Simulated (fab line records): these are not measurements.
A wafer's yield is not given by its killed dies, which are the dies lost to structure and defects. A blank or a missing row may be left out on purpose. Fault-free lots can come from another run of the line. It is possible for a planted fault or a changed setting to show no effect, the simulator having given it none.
Chamber matching	flow sky130	SKY_CONTACT_CMP_04 on cmp-01: 4 sister chambers
The step polishes SiO2. 4 wafers are shown with their chamber, then 8 later ones without.

WAFERS, EACH WITH ITS CHAMBER
wafer	chamber	motor-current-A (A)
L674.5	3	12.1
L675.1	1	13.7
L675.4	0	11.8
L677.1	2	11.1

WAFERS WITHOUT THEIR CHAMBER
wafer	motor-current-A (A)
L677.2	13.8
L677.6	13.2
L678.3	11.8
L678.4	13.9
L678.5	11.9
L681.2	10.8
L681.5	11.3
L681.6	13.2

WHICH CHAMBER EACH ONE RAN IN
wafer	from the rows above	in truth
L677.2	1	1
L677.6	1	1
L678.3	can't be placed: 0 or 3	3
L678.4	1	1
L678.5	can't be placed: 0 or 3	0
L681.2	2	2
L681.5	can't be placed: 2 or 0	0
L681.6	1	1
Placed correctly: 5 of 8. Unplaceable from these rows: 3, with the true chamber sitting among the candidates in 3. Placed wrongly: 0.
How it was worked out, from the rows above alone: a wafer's distance from a chamber is the root of the sum, over the readings, of the square of ((its reading less the chamber's mean) divided by the reading's scatter). If the next closest chamber is less than 2 further off than the closest, the wafer can't be placed; otherwise it belongs to the closest. For every chamber, the mean is computed from those of its wafers that are shown. The scatter: root of mean squared gap, hidden wafer to nearest shown wafer, with one shown wafer a chamber.
